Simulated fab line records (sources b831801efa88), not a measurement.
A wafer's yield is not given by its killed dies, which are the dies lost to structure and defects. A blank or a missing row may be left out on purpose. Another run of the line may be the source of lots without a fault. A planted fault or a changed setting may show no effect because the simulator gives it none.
One fault seen from 2 desks    flow gf180mcu    numbers are kept per desk, each desk with only its own; the story behind them comes last

## FROM THE METROLOGY DESK
Lot by lot, what the gauges showed, no matter which tool ran the lot: averages of those sampled wafers that carry a number. Any lot whose mean is over 4 standard deviations away from the usual mean is out of limits and marked OUT; that distance is given in the brackets.
Columns: A = SAB_CVD_00_THK at GF_SAB_THK_MEAS_01, usual 50.1 nm; B = CONTACT_CVD_02_THK at GF_CONTACT_THK_MEAS_03, usual 858 nm
lot   first seen here  A     B
L436  day 14 02:19     49.7  857
L437  day 14 09:46     50.0  857
L438  day 15 03:29     50.0  852
L442  day 16 11:46     49.8  1244 (+35) OUT
L441  day 16 14:22     50.0  1640 (+71) OUT
L443  day 17 02:17     49.4  1644 (+71) OUT
L452  day 19 14:31     49.1  862
L453  day 20 03:44     51.0  864
L454  day 20 09:37     50.4  855
L455  day 20 20:43     50.5  864
L456  day 21 03:13     49.5  862
L457  day 21 14:02     51.0  855
L458  day 21 23:23     50.1  843
L459  day 22 02:16     49.8  855
This desk reports L441, L442, L443 out of limits; the earliest was L442 at day 17 10:33 (CONTACT_CVD_02_THK at GF_CONTACT_THK_MEAS_03). L436, L437, L438, L452, L453, L454, L455, L456, L457, L458, L459 stayed within limits.

## AT THE TOOL OWNER'S DESK: pecvd-02
The tool's own readings at GF_CONTACT_CVD_02 (deposits SiO2 from TEOS, target thk 860 nm, time 95.992 s): means of the sampled wafers that have a number, for each lot that ran on this tool. Any lot whose mean is over 4 standard deviations away from the usual mean is out of limits and marked OUT; that distance is given in the brackets.
Columns: A = heaterPowerW at GF_CONTACT_CVD_02, usual 730 W
lot   first seen here  A
L437  day 15 08:04     750
L438  day 16 02:43     828
L442  day 17 10:28     798
L441  day 17 13:13     745
L443  day 18 01:51     773
L454  day 21 10:51     798
L455  day 21 21:34     813
L457  day 22 14:40     682
This desk's verdict: no lot among the 8 shows anything out of limits.

## TAKEN TOGETHER
An alarm was possible from the metrology desk at day 17 10:33, on L441, L442, L443.
The tool owner's desk saw nothing out of limits.
The tool owner's desk has L441, L442, L443 on record, within its limits.
The lots listed all ran GF_CONTACT_CVD_02 on pecvd-02.

## WHAT HAD BEEN PUT IN BY THE SIMULATOR
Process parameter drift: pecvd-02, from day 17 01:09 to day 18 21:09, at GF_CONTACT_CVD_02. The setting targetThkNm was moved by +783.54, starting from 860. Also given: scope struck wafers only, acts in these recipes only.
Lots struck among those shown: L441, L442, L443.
Hours from the fault's start to each desk's first reading out of limits: the metrology desk, 9.
